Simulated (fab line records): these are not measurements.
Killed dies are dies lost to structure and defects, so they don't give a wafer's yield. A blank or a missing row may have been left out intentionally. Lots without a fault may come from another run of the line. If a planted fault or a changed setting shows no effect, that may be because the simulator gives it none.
Lot-split experiment :: flow sfq-line :: 5 lots, 23 wafers read, on a route of 325 steps

ABOUT THE SPLIT
At SFQ_TRILAYER_M4_LITHO_PEB_096 (peb time 60 s), the setting peb-time-s was moved away from the recipe's 60 s on 9 of the 23 wafers read, by -10.4% to +13.0%. All remaining wafers had this setting at the recipe value.

FROM THE SPLIT TO THE READING: what the file shows between them, 2 steps
- SFQ_TRILAYER_M4_LITHO_DEVELOP_095: time 60 s
- SFQ_TRILAYER_M4_BARC_OPEN_METAL_ETCH_123: etches BARC in O2, target depth 125 nm, time 41.7 s

THE READING
M4.cd-nm (the simulator's own value, which no gauge read), in nm, at SFQ_TRILAYER_M4_ETCH_METAL_ETCH_096 (etches Nb in Cl2/Ar, stops on SiO2, target depth 240 nm, time 120 s). The file does not state a usual value for it. Across the 14 wafers here that went through the recipe, the average is 500.7 nm and the standard deviation 1.1 nm.

wafer: L076.1
tool, chamber at the split: litho-track-03, 0
peb-time-s as run, s: 60
against the recipe: recipe
M4.cd-nm, nm: 499.7
against lot-mates on the recipe: -

wafer: L076.2
tool, chamber at the split: litho-track-03, 0
peb-time-s as run, s: 60
against the recipe: recipe
M4.cd-nm, nm: 500
against lot-mates on the recipe: -

wafer: L076.3
tool, chamber at the split: litho-track-03, 0
peb-time-s as run, s: 53.78
against the recipe: -10.4%
M4.cd-nm, nm: 515.9
against lot-mates on the recipe: +16.0

wafer: L076.5
tool, chamber at the split: litho-track-03, 0
peb-time-s as run, s: 53.78
against the recipe: -10.4%
M4.cd-nm, nm: 515.3
against lot-mates on the recipe: +15.4

wafer: L076.6
tool, chamber at the split: litho-track-03, 0
peb-time-s as run, s: 53.78
against the recipe: -10.4%
M4.cd-nm, nm: 516.9
against lot-mates on the recipe: +17.0

wafer: L081.2
tool, chamber at the split: litho-track-03, 0
peb-time-s as run, s: 60
against the recipe: recipe
M4.cd-nm, nm: 500.7
against lot-mates on the recipe: -

wafer: L081.3
tool, chamber at the split: litho-track-03, 0
peb-time-s as run, s: 60
against the recipe: recipe
M4.cd-nm, nm: 500.8
against lot-mates on the recipe: -

wafer: L081.6
tool, chamber at the split: litho-track-03, 0
peb-time-s as run, s: 60
against the recipe: recipe
M4.cd-nm, nm: 501.3
against lot-mates on the recipe: -

wafer: L082.1
tool, chamber at the split: litho-track-03, 0
peb-time-s as run, s: 60
against the recipe: recipe
M4.cd-nm, nm: 498.9
against lot-mates on the recipe: -

wafer: L082.2
tool, chamber at the split: litho-track-03, 0
peb-time-s as run, s: 60
against the recipe: recipe
M4.cd-nm, nm: 502
against lot-mates on the recipe: -

wafer: L082.3
tool, chamber at the split: litho-track-03, 0
peb-time-s as run, s: 60
against the recipe: recipe
M4.cd-nm, nm: 501.4
against lot-mates on the recipe: -

wafer: L082.5
tool, chamber at the split: litho-track-03, 0
peb-time-s as run, s: 60
against the recipe: recipe
M4.cd-nm, nm: 499.7
against lot-mates on the recipe: -

wafer: L082.6
tool, chamber at the split: litho-track-03, 0
peb-time-s as run, s: 60
against the recipe: recipe
M4.cd-nm, nm: 501.3
against lot-mates on the recipe: -

wafer: L083.1
tool, chamber at the split: litho-track-01, 0
peb-time-s as run, s: 60
against the recipe: recipe
M4.cd-nm, nm: 503.3
against lot-mates on the recipe: -

wafer: L083.2
tool, chamber at the split: litho-track-01, 0
peb-time-s as run, s: 60
against the recipe: recipe
M4.cd-nm, nm: 501.5
against lot-mates on the recipe: -

wafer: L083.3
tool, chamber at the split: litho-track-01, 0
peb-time-s as run, s: 67.82
against the recipe: +13.0%
M4.cd-nm, nm: 484.9
against lot-mates on the recipe: -17.5

wafer: L083.5
tool, chamber at the split: litho-track-01, 0
peb-time-s as run, s: 67.82
against the recipe: +13.0%
M4.cd-nm, nm: 487.3
against lot-mates on the recipe: -15.1

wafer: L083.6
tool, chamber at the split: litho-track-01, 0
peb-time-s as run, s: 67.82
against the recipe: +13.0%
M4.cd-nm, nm: 486.9
against lot-mates on the recipe: -15.5

wafer: L084.1
tool, chamber at the split: litho-track-03, 0
peb-time-s as run, s: 60
against the recipe: recipe
M4.cd-nm, nm: 499.9
against lot-mates on the recipe: -

wafer: L084.2
tool, chamber at the split: litho-track-03, 0
peb-time-s as run, s: 65.62
against the recipe: +9.4%
M4.cd-nm, nm: 487.1
against lot-mates on the recipe: -12.8

wafer: L084.3
tool, chamber at the split: litho-track-03, 0
peb-time-s as run, s: 65.62
against the recipe: +9.4%
M4.cd-nm, nm: 487.9
against lot-mates on the recipe: -12.0

wafer: L084.4
tool, chamber at the split: litho-track-03, 0
peb-time-s as run, s: 60
against the recipe: recipe
M4.cd-nm, nm: 499.8
against lot-mates on the recipe: -

wafer: L084.6
tool, chamber at the split: litho-track-03, 0
peb-time-s as run, s: 65.62
against the recipe: +9.4%
M4.cd-nm, nm: 488.2
against lot-mates on the recipe: -11.7

FIT RESULTS
A straight line over all 23 wafers: M4.cd-nm changes by -1.3 nm for each +1% of peb-time-s; r = -0.99; the points scatter about the line by 1.5 nm.
The same after taking each lot's own level away (the mean of its wafers on the recipe; 23 wafers): -1.36 nm for each +1%; r = -0.99; scatter 1.2 nm.
According to that fit, moving peb-time-s by its largest amount changes the reading by 18 nm.
Across the lots, their own levels run from 499.85 to 502.40 nm, a range of 2.3 times the standard deviation given above.
Consequently the slope shifts little with the lot-to-lot level, the two slopes agreeing.
Check: with one of the wafers moved furthest among these (+13.0%) left out of the fit, the line predicts -17.1 nm for it against its lot-mates. It came out at -17.5 nm against them.

THESE WAFERS: OTHER SPLITS
Before the reading, these wafers also passed through other splits. Each is held against what the fit with the lots' levels taken away leaves over:
other split on the same wafers: SFQ_TRILAYER_I1_VIA_LITHO_EXPOSE_050 dose-mj
wafers away from the commonest value: 8
r with M4.cd-nm (lot level and that fit taken away): +0.06

other split on the same wafers: SFQ_TRILAYER_M2_LITHO_COAT_057 spin-rpm
wafers away from the commonest value: 8
r with M4.cd-nm (lot level and that fit taken away): -0.02

other split on the same wafers: SFQ_TRILAYER_I2_VIA_LITHO_COAT_072 resist-thk-nm
wafers away from the commonest value: 9
r with M4.cd-nm (lot level and that fit taken away): -0.41

other split on the same wafers: SFQ_TRILAYER_I2_VIA_BARC_OPEN_VIA_ETCH_096 pressure-mtorr
wafers away from the commonest value: 10
r with M4.cd-nm (lot level and that fit taken away): +0.03

other split on the same wafers: SFQ_TRILAYER_M3_LITHO_COAT_080 resist-thk-nm
wafers away from the commonest value: 11
r with M4.cd-nm (lot level and that fit taken away): +0.23

other split on the same wafers: SFQ_TRILAYER_M3_BARC_OPEN_METAL_ETCH_100 pressure-mtorr
wafers away from the commonest value: 10
r with M4.cd-nm (lot level and that fit taken away): +0.25

other split on the same wafers: SFQ_TRILAYER_I3_CMP_CMP_082 down-force-psi
wafers away from the commonest value: 11
r with M4.cd-nm (lot level and that fit taken away): +0.03

THE WHOLE CHAIN: every reading that the file lists as answering this split, in the file's order
step: SFQ_TRILAYER_M4_BARC_OPEN_METAL_ETCH_123
what it does: etches BARC in O2, target depth 125 nm, time 41.7 s
reading: M4.cd-nm (the simulator's own value, which no gauge read)
change (the file's fit): -1.37 nm for each +1% of the setting
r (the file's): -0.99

step: SFQ_TRILAYER_M4_ETCH_METAL_ETCH_096
what it does: etches Nb in Cl2/Ar, stops on SiO2, target depth 240 nm, time 120 s
reading: M4.cd-nm (the simulator's own value, which no gauge read)
change (the file's fit): -1.34 nm for each +1% of the setting
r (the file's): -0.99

FILE'S OWN FIT
M4.cd-nm changes by -1.34 nm for each +1% of peb-time-s, r = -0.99.
